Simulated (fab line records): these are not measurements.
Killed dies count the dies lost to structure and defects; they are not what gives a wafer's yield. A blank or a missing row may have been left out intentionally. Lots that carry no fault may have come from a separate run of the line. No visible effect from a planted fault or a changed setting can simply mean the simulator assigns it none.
Problem report, 8D (eight disciplines) form, completed by code    flow gf180mcu    the parts of the form that need people (team, actions taken, sign-off) are left out

1. THE PROBLEM
bias_w at GF_V2_ETCH_17 reads a mean of 1316 W on 9 wafers of 3 lots; wafers without a fault read 1200 W with a standard deviation of 3.7. That puts it +31 standard deviations away from the usual mean.
The step: etches SiO2 in C4F8/O2/Ar, stops on TiN, target depth 630 nm.
First seen on wafer L905.2, day 23 22:00, on rie_diel-04. Wafers with a number at this step in the record: 42, from 14 lots. By rule, "out" or "out of limits" means more than 4 standard deviations away from the usual mean. The rest of the wafers with a number are treated as sound.

2. WHAT IT IS AND WHAT IT IS NOT
question                     is                      is not
which readings at this step  bias_w                  oes_product_au
which lots                   L905, L906, L908        L895, L896, L898, L899, L900, L912, L914, L915, L916, L917, L918
which wafers of those lots   all that have a number  -
read on which tools          rie_diel-04             rie_diel-01
when                         from day 23 22:00       up to then (15 sound wafers); but 18 sound wafers of L912, L914, L915, L916, L917, L918 came after

3. SUSPECTS, AND WHAT RULES EACH OUT
Counting: a tool at a process step up to the reading stays a suspect if it ran every lot that is out and no sound lot after the first of them.
- rie_diel-04 at GF_V2_ETCH_17 (etches SiO2 in C4F8/O2/Ar, stops on TiN, target depth 630 nm): ruled out as a lasting fault. Sound lots L917 ran on it after its first lot that is out, L905 (day 23 22:00).
Left after counting: nothing in the record.

4. THE CAUSE (what the simulator had put in)
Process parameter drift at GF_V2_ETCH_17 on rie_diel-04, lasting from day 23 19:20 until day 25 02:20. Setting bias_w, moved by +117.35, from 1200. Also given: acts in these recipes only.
Counting ruled it out, wrongly.

5. THE CHAIN OF EFFECTS, in route order
Each row: a reading where the mean over the struck wafers with a number is more than 3 standard deviations away from the usual. Only readings for which the record gives a usual standard deviation are gone through. hours: the time from each lot's start at the first step in this table that gives one to its start at this step, as a median over the lots. sigmas: the change in usual standard deviations.
hours  step           reading  usual   on struck wafers  change  sigmas
0      GF_V2_ETCH_17  bias_w   1200 W  1316              +116    +31
Here are the process steps it includes:
- GF_V2_ETCH_17: etches SiO2 in C4F8/O2/Ar, stops on TiN, target depth 630 nm.

6. WHAT WOULD HAVE CAUGHT IT SOONER
3 hours passed between the start of the fault at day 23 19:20 and the first reading out of limits in this record, taken at day 23 22:00.
